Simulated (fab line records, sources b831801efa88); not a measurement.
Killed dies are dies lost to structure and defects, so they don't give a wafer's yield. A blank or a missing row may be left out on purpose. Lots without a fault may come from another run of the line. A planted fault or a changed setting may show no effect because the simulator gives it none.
fab line records | flow sky130
record lots=12 wafers=36 last_day=50
route steps=708 shown METAL1@438 VIA3@588 METAL4@633 PAD_OPEN@707
lots that met no fault: from a run of the same line without faults
start_h: hours from the record's first day to the start of the lot's first wafer shown | wait_h: hours since the lot's step before | " the same as in the row above | L1.1+2: a row that stands for several wafers | - no value, or no start given | * or withheld: withheld | < > ~ a bound
route shown NAME@n: a module of which the file shows steps, and the number in the route of the first | usual: mean/standard deviation of fault-free wafers | same: alike in all rows | chamber/n: place in a boat | sites: the reading at each site | _std_site: their standard deviation | _edge_site: outer sites' mean less inner sites' | radius_mm: how far each site lies from the wafer's centre | mask NAME#n: copy n | behind: the tool/chamber that last shaped the wafer | hold: why the lot was held/for how many hours/how that ended | device: the transistor (n, p or np) that didn't switch | end of line: the same wafers' tests at the end of the route | a step without rows: its recipe alone | killed: dies lost to structure and defects at the first sort, not the wafer's yield | map: a wafer's dies, x killed, . not, _ none there
set.NAME: the setting as run; set.NAME@STEP: as run at that earlier step | model.NAME: the simulator's own value behind a step, which no gauge read
steps of the route over a sample of lots; a table a step, a row a wafer
services: from which hour (start_h, from the record's first day; less than 0 if before it) a tool's chamber was out of use, for how many hours, and why
## steps
# step SKY_METAL1_SPUTTER_04
# recipe material=TiN target_thk_nm=70 power_w=6500 time_s=58.3 chamber_pressure_pa=0.4
# usual throttle_valve_pct=30.1/1.3
# columns lot.wafer tool chamber start_h wait_h throttle_valve_pct
L998.2 pvd_sputter-01 - 748.65 0.0 31.6
L998.3 " - " " 30.5
L998.5 " - " " 31.1
L999.1 pvd_sputter-01 - 751.99 0.0 30.8
L999.2 " - " " 31.9
L999.3 " - " " 30.9
L100.2 pvd_sputter-02 - 756.23 0.0 30.1
L100.3 " - " " 29.5
L100.4 " - " " 26.5
L101.1 pvd_sputter-03 - 759.26 0.0 30.5
L101.4 " - " " 29.3
L101.5 " - " " 30.1
L104.2 pvd_sputter-02 - 784.41 0.0 29.5
L104.3 " - " " 29.9
L104.5 " - " " 30.0
L103.1 pvd_sputter-02 - 786.29 0.0 29.6
L103.2 " - " " 26.8
L103.5 " - " " 29.9
L105.3 pvd_sputter-03 - 790.37 0.0 30.3
L105.4 " - " " 30.7
L105.5 " - " " 30.6
L106.3 pvd_sputter-02 - 797.46 0.0 29.4
L106.5 " - " " 30.1
L106.6 " - " " 29.6
L112.1 pvd_sputter-01 - 845.77 0.0 30.7
L112.3 " - " " 31.0
L112.6 " - " " 31.0
L115.2 pvd_sputter-01 - 865.25 0.0 30.5
L115.4 " - " " 31.1
L115.6 " - " " 30.9
L118.2 pvd_sputter-02 - 889.64 0.0 26.8
L118.4 " - " " 30.0
L118.6 " - " " 29.4
L120.1 pvd_sputter-02 - 899.03 0.0 30.1
L120.3 " - " " 29.6
L120.5 " - " " 30.0
# step SKY_VIA3_ETCH_15
# recipe target=SiO2 chemistry=C4F8/O2/Ar target_depth_nm=507 stop_on=TiN mask_material=KrF-thick source_w=1500 bias_w=1200 pressure_mtorr=40 c4f8_flow_sccm=withheld O2_flow_sccm=6 Ar_flow_sccm=300 time_s=78
# usual oes_product_au=0.946/0.0046
# columns lot.wafer tool chamber start_h wait_h oes_product_au
L998.2 rie_diel-02 1 939.28 0.0 0.948
L998.3 " 2 " " 0.940
L998.5 " 3 " " 0.941
L999.1 rie_diel-01 2 943.72 0.0 0.939
L999.2 " 1 " " 0.947
L999.3 " 0 " " 0.958
L100.2 rie_diel-01 0 945.33 0.0 0.941
L100.3 " 2 " " 0.946
L100.4 " 1 " " 0.942
L101.1 rie_diel-02 2 947.77 0.0 0.946
L101.4 " 1 " " 0.953
L101.5 " 2 " " 0.947
L104.2 rie_diel-01 3 969.74 0.0 0.943
L104.3 " 0 " " 0.948
L104.5 " 3 " " 0.951
L103.1 rie_diel-01 3 971.82 0.0 0.946
L103.2 " 2 " " 0.948
L103.5 " 0 " " 0.945
L105.3 rie_diel-04 0 976.87 0.0 0.946
L105.4 " 2 " " 0.947
L105.5 " 1 " " 0.951
L106.3 rie_diel-01 2 984.17 0.0 0.949
L106.5 " 1 " " 0.944
L106.6 " 2 " " 0.941
L112.1 rie_diel-02 3 1025.68 0.0 0.950
L112.3 " 0 " " 0.948
L112.6 " 0 " " 0.943
L115.2 rie_diel-02 2 1043.47 0.0 0.941
L115.4 " 3 " " 0.941
L115.6 " 0 " " 0.944
L118.2 rie_diel-02 0 1064.12 0.0 0.947
L118.4 " 2 " " 0.956
L118.6 " 0 " " 0.947
L120.1 rie_diel-02 1 1072.07 0.0 0.945
L120.3 " 2 " " 0.941
L120.5 " 1 " " 0.943
# step SKY_METAL4_ETCH_17
# recipe target=SiO2 stop_on=TiN chemistry=C4F8/O2/Ar source_w=1500 bias_w=1200 pressure_mtorr=40 c4f8_flow_sccm=withheld O2_flow_sccm=6 Ar_flow_sccm=300 time_s=3.9 target_depth_a=150
# usual oes_product_au=0.753/0.0074
# columns lot.wafer tool chamber start_h wait_h oes_product_au rf_hours_counter_h
L998.2 rie_diel-03 0 989.71 0.1 0.756 11
L998.3 " 3 " " 0.747 8
L998.5 " 2 " " 0.758 -
L999.1 rie_diel-03 1 993.91 0.1 0.747 10
L999.2 " 0 " " 0.740 11
L999.3 " 2 " " 0.747 0
L100.2 rie_diel-04 1 995.05 0.1 0.765 11
L100.3 " 3 " " 0.754 28
L100.4 " 0 " " 0.764 16
L101.1 rie_diel-04 2 997.76 0.1 0.751 9
L101.4 " 1 " " 0.747 11
L101.5 " 3 " " 0.754 -
L104.2 rie_diel-04 1 1019.61 0.1 0.749 12
L104.3 " 0 " " 0.750 17
L104.5 " 1 " " 0.748 -
L103.1 rie_diel-04 2 1020.99 0.1 0.748 10
L103.2 " 1 " " 0.754 12
L103.5 " 2 " " 0.768 -
L105.3 rie_diel-04 2 1025.20 0.0 0.757 10
L105.4 " 2 " " 0.760 -
L105.5 " 0 " " 0.770 -
L106.3 rie_diel-04 2 1031.46 0.0 0.753 11
L106.5 " 0 " " 0.765 -
L106.6 " 2 " " 0.758 -
L112.1 rie_diel-01 0 1072.04 0.1 0.743 19
L112.3 " 1 " " 0.756 28
L112.6 " 1 " " 0.757 -
L115.2 rie_diel-03 3 1089.09 0.1 0.743 11
L115.4 " 0 " " 0.744 14
L115.6 " 3 " " 0.754 -
L118.2 rie_diel-04 3 1107.70 0.1 0.749 3
L118.4 " 0 " " 0.762 20
L118.6 " 3 " " 0.761 -
L120.1 rie_diel-03 3 1115.19 0.1 0.750 12
L120.3 " 1 " " 0.745 14
L120.5 " 3 " " 0.759 -
# step SKY_PAD_OPEN_BOW_MEAS_13
# recipe mode=bow
# usual PAD_OPEN_BOW=49/9.8
# columns lot.wafer tool chamber start_h wait_h PAD_OPEN_BOW[um]
L998.2 film_metro-01 - 1085.32 - 60
L998.3 " - " " 52
L998.5 " - " " 52
L999.1 film_metro-01 - 1087.25 - 39
L999.2 " - " " 41
L999.3 " - " " 44
L100.2 film_metro-04 - 1090.44 - 49
L100.3 " - " " 50
L100.4 " - " " 44
L101.1 film_metro-04 - 1091.35 - 38
L101.4 " - " " 43
L101.5 " - " " 45
L104.2 film_metro-02 - 1111.48 - 42
L104.3 " - " " 53
L104.5 " - " " 47
L103.1 film_metro-02 - 1113.20 - 41
L103.2 " - " " 47
L103.5 " - " " 37
L105.3 film_metro-04 - 1116.79 - 47
L105.4 " - " " 49
L105.5 " - " " 47
L106.3 film_metro-04 - 1121.06 - 58
L106.5 " - " " 66
L106.6 " - " " 60
L112.1 film_metro-02 - 1157.32 - 32
L112.3 " - " " 32
L112.6 " - " " 33
L115.2 film_metro-02 - 1169.47 - 70
L115.4 " - " " 64
L115.6 " - " " 56
L118.2 film_metro-01 - 1185.67 - 36
L118.4 " - " " 42
L118.6 " - " " 47
L120.1 film_metro-02 - 1191.87 - 43
L120.3 " - " " 34
L120.5 " - " " 39
# step SKY_PAD_OPEN_PROBE_99
# usual defect_limited_yield=82.3/2 killed_at_M0_to_M3=43/7.1 killed_at_M4_up=3/1.7 killed_at_contacts=25/5.6 killed_at_front_end=16/4.1 killed_at_other=0.2/0.49 killed_dies=87/9.8 killed_on_rim=17/3.8 killed_open=47/7.6 killed_short=40/6.1 sort_bin_3_pad_short=0.9/0.44 sort_bin_5_function=10.5/1.6 sort_bin_6_memory=6.3/1 sort_n_pass=405/9.8 sort_yield_pct=82.3/2
# same gross_dies=492 killed_at_back_side=0 sort_bin_4_leakage[%]=0 sort_bin_8_speed[%]=0
# columns lot.wafer tool chamber start_h wait_h defect_limited_yield[%] killed_at_M0_to_M3 killed_at_M4_up killed_at_contacts killed_at_front_end killed_at_other killed_dies killed_on_rim killed_open killed_short sort_bin_3_pad_short[%] sort_bin_5_function[%] sort_bin_6_memory[%] sort_n_pass sort_yield_pct[%]
L103.1 prober-01 - 1113.32 0.1 84.1 46 1 25 6 0 78 15 43 35 0.8 8.5 6.5 414 84.1
L103.2 prober-01 - 1113.37 0.1 82.7 46 3 30 6 0 85 15 46 39 1.0 10.2 6.1 407 82.7
L103.5 prober-01 - 1113.52 0.2 73.2 89 1 29 13 0 132 15 45 38 2.8 17.7 6.3 360 73.2
L105.3 prober-02 - 1116.97 0.2 83.7 39 2 21 18 0 80 18 43 37 1.0 7.9 7.3 412 83.7
L105.4 prober-02 - 1117.02 0.2 82.7 41 3 27 14 0 85 23 46 39 0.6 10.4 6.3 407 82.7
L105.5 prober-02 - 1117.07 0.2 84.6 34 3 26 13 0 76 14 43 33 1.0 8.9 5.5 416 84.6
L106.3 prober-01 - 1121.24 0.2 80.9 41 4 22 26 1 94 20 44 50 1.0 11.2 6.9 398 80.9
L106.5 prober-01 - 1121.34 0.2 72.0 99 0 17 22 0 138 21 51 28 3.7 18.1 6.3 354 72.0
L106.6 prober-01 - 1121.39 0.2 82.9 37 3 31 13 0 84 20 48 36 1.2 9.6 6.3 408 82.9
L112.1 prober-02 - 1157.44 0.1 80.1 45 5 32 16 0 98 16 62 36 0.6 11.4 7.9 394 80.1
L112.6 prober-02 - 1157.69 0.2 76.0 58 7 36 16 1 118 24 68 50 0.8 15.4 7.7 374 76.0
L115.2 prober-01 - 1169.62 0.1 84.1 38 2 20 18 0 78 16 33 45 1.8 8.5 5.5 414 84.1
L115.4 prober-01 - 1169.72 0.2 77.6 55 1 30 24 0 110 21 67 43 1.2 15.0 6.1 382 77.6
L115.6 prober-01 - 1169.82 0.2 78.5 55 4 35 12 0 106 22 57 49 0.4 14.4 6.7 386 78.5
L120.1 prober-02 - 1191.99 0.1 82.7 41 3 25 16 0 85 21 55 30 0.6 10.2 6.5 407 82.7
L120.3 prober-02 - 1192.09 0.2 83.7 41 1 20 18 0 80 19 44 36 0.2 10.6 5.5 412 83.7
L120.5 prober-02 - 1192.19 0.2 82.7 40 1 29 15 0 85 15 49 36 0 10.4 6.9 407 82.7
# killed by level:class
L103.1 VIA1:geometric_particle:open=12 LI_CONTACT:geometric_particle:open=9 VIA1:geometric_particle:short=8 CONTACT:geometric_particle:open=6 VIA2:geometric_particle:open=6 METAL2:geometric_particle:short=5 CONTACT:geometric_particle:short=4 METAL2:geometric_particle:open=4
L103.2 CONTACT:geometric_particle:open=10 LI_CONTACT:geometric_particle:open=8 LOCAL_INTERCONNECT:geometric_particle:short=8 METAL2:geometric_particle:short=8 VIA1:geometric_particle:short=6 VIA1:geometric_particle:open=6 VIA2:geometric_particle:open=6 VIA3:geometric_particle:open=5
L103.5 METAL1:unspecified=49 CONTACT:geometric_particle:open=9 VIA1:geometric_particle:open=9 VIA2:geometric_particle:open=7 LI_CONTACT:geometric_particle:open=6 METAL1:geometric_particle:short=6 LI_CONTACT:geometric_particle:short=5 METAL2:geometric_particle:short=5
L105.3 FIELD_ISO:geometric_particle:short=11 CONTACT:geometric_particle:open=9 VIA3:geometric_particle:open=9 VIA1:geometric_particle:open=6 METAL2:geometric_particle:short=5 LI_CONTACT:geometric_particle:open=4 METAL1:geometric_particle:short=4 VIA3:geometric_particle:short=4
L105.4 LI_CONTACT:geometric_particle:open=9 VIA1:geometric_particle:open=9 VIA2:geometric_particle:open=9 LOCAL_INTERCONNECT:geometric_particle:short=7 CONTACT:geometric_particle:open=5 CONTACT:geometric_particle:short=5 METAL1:geometric_particle:short=5 VIA3:geometric_particle:open=5
L105.5 CONTACT:geometric_particle:open=10 LI_CONTACT:geometric_particle:open=7 VIA1:geometric_particle:open=7 POLY_GATE:geometric_particle:open=6 VIA1:geometric_particle:short=5 VIA3:geometric_particle:open=5 POLY_GATE:geometric_particle:short=4 LI_CONTACT:geometric_particle:short=4
L106.3 CONTACT:geometric_particle:open=7 VIA2:geometric_particle:open=7 POLY_GATE:geometric_particle:open=6 LI_CONTACT:geometric_particle:open=6 METAL1:geometric_particle:short=6 VIA3:geometric_particle:open=6 SPACER:geometric_particle:short=5 LOCAL_INTERCONNECT:geometric_particle:short=5
L106.5 METAL1:unspecified=59 VIA3:geometric_particle:open=9 VIA1:geometric_particle:open=8 VIA2:geometric_particle:open=8 FIELD_ISO:geometric_particle:open=7 POLY_GATE:geometric_particle:short=7 CONTACT:geometric_particle:open=6 LI_CONTACT:geometric_particle:open=5
L106.6 CONTACT:geometric_particle:open=12 LI_CONTACT:geometric_particle:open=9 VIA2:geometric_particle:open=8 LOCAL_INTERCONNECT:geometric_particle:short=7 METAL2:geometric_particle:short=6 VIA2:geometric_particle:short=5 VIA1:geometric_particle:short=5 VIA1:geometric_particle:open=4
L112.1 CONTACT:geometric_particle:open=18 VIA1:geometric_particle:open=10 VIA3:geometric_particle:open=8 FIELD_ISO:geometric_particle:open=6 LI_CONTACT:geometric_particle:open=6 POLY_GATE:geometric_particle:open=5 METAL2:geometric_particle:short=5 METAL4:geometric_particle:short=5
L112.6 VIA1:geometric_particle:open=14 CONTACT:geometric_particle:open=13 VIA2:geometric_particle:open=12 CONTACT:geometric_particle:short=11 LI_CONTACT:geometric_particle:open=6 METAL3:geometric_particle:short=6 FIELD_ISO:geometric_particle:short=5 METAL2:geometric_particle:short=5
L115.2 LI_CONTACT:geometric_particle:open=8 FIELD_ISO:geometric_particle:short=7 VIA1:geometric_particle:short=7 CONTACT:geometric_particle:short=6 VIA3:geometric_particle:open=6 FIELD_ISO:geometric_particle:open=5 VIA1:geometric_particle:open=4 VIA2:geometric_particle:short=4
L115.4 VIA1:geometric_particle:open=17 CONTACT:geometric_particle:open=10 VIA3:geometric_particle:open=9 LI_CONTACT:geometric_particle:open=8 FIELD_ISO:geometric_particle:short=7 VIA2:geometric_particle:open=6 METAL2:geometric_particle:short=6 METAL3:geometric_particle:short=6
L115.6 VIA1:geometric_particle:open=12 VIA1:geometric_particle:short=12 CONTACT:geometric_particle:open=11 METAL2:geometric_particle:short=7 CONTACT:geometric_particle:short=6 LI_CONTACT:geometric_particle:open=6 LOCAL_INTERCONNECT:geometric_particle:short=6 VIA3:geometric_particle:open=6
L120.1 CONTACT:geometric_particle:open=15 VIA1:geometric_particle:short=8 VIA1:geometric_particle:open=8 FIELD_ISO:geometric_particle:open=5 LI_CONTACT:geometric_particle:open=5 POLY_GATE:geometric_particle:open=4 VIA2:geometric_particle:short=4 METAL3:geometric_particle:open=4
L120.3 LI_CONTACT:geometric_particle:open=8 VIA1:geometric_particle:open=8 METAL2:geometric_particle:short=7 VIA3:geometric_particle:open=6 VIA2:geometric_particle:open=5 FIELD_ISO:geometric_particle:open=4 METAL1:geometric_particle:short=4 FIELD_ISO:geometric_particle:short=3
L120.5 VIA1:geometric_particle:open=12 CONTACT:geometric_particle:open=10 LI_CONTACT:geometric_particle:open=9 VIA2:geometric_particle:open=7 CONTACT:geometric_particle:short=5 VIA3:geometric_particle:short=4 POLY_GATE:geometric_particle:short=4 LOCAL_INTERCONNECT:geometric_particle:short=4
## services
# columns tool chamber start_h hours kind
rie_diel-01 1 725.79 14.4 repair
rie_diel-03 2 743.67 3.1 repair
rie_diel-02 3 750.44 2.4 repair
rie_diel-01 0 757.15 8.7 repair
rie_diel-02 3 759.89 5.4 repair
rie_diel-04 3 762.48 2.7 repair
rie_diel-03 2 774.95 2.6 repair
rie_diel-04 - 778.18 0.8 repair
rie_diel-03 - 791.97 2.2 repair
rie_diel-02 - 801.11 1.2 repair
pvd_sputter-02 - 812.56 2.7 repair
rie_diel-02 2 821.93 2.3 repair
rie_diel-02 3 832.49 1.4 repair
rie_diel-04 - 837.69 2.3 repair
rie_diel-02 0 849.59 16.8 repair
rie_diel-02 2 885.00 10.0 repair
rie_diel-04 - 942.14 4.3 pm
pvd_sputter-02 - 964.05 6.7 repair
pvd_sputter-02 - 985.63 2.1 repair
rie_diel-02 1 1001.42 42.4 repair
rie_diel-02 - 1003.77 1.2 repair
rie_diel-02 - 1051.97 0.4 repair
rie_diel-01 - 1060.41 2.8 pm
rie_diel-02 2 1079.30 2.5 repair
## key
first_sign step=SKY_PAD_OPEN_PROBE_99 reading=killed_at_M0_to_M3 direction=up sigmas=7.2 usual=43 struck=94
effect step=SKY_PAD_OPEN_PROBE_99 reading=sort_bin_3_pad_short direction=up sigmas=5.4 usual=0.9 struck=3.3
met_at SKY_METAL1_SPUTTER_04
struck_lots L103,L106
struck_wafers L103.5,L106.5
not_acting_at SKY_VIA3_ETCH_15,SKY_METAL4_ETCH_17,SKY_PAD_OPEN_BOW_MEAS_13
onset_between 784.41 786.29
fault kind=chamber_particle_source tool=pvd_sputter-02 chamber=- onset_h=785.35 steps=SKY_METAL1_SPUTTER_04 rate_per_visit_cm2=0.81685 end_h=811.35 scope=struck_wafers_only
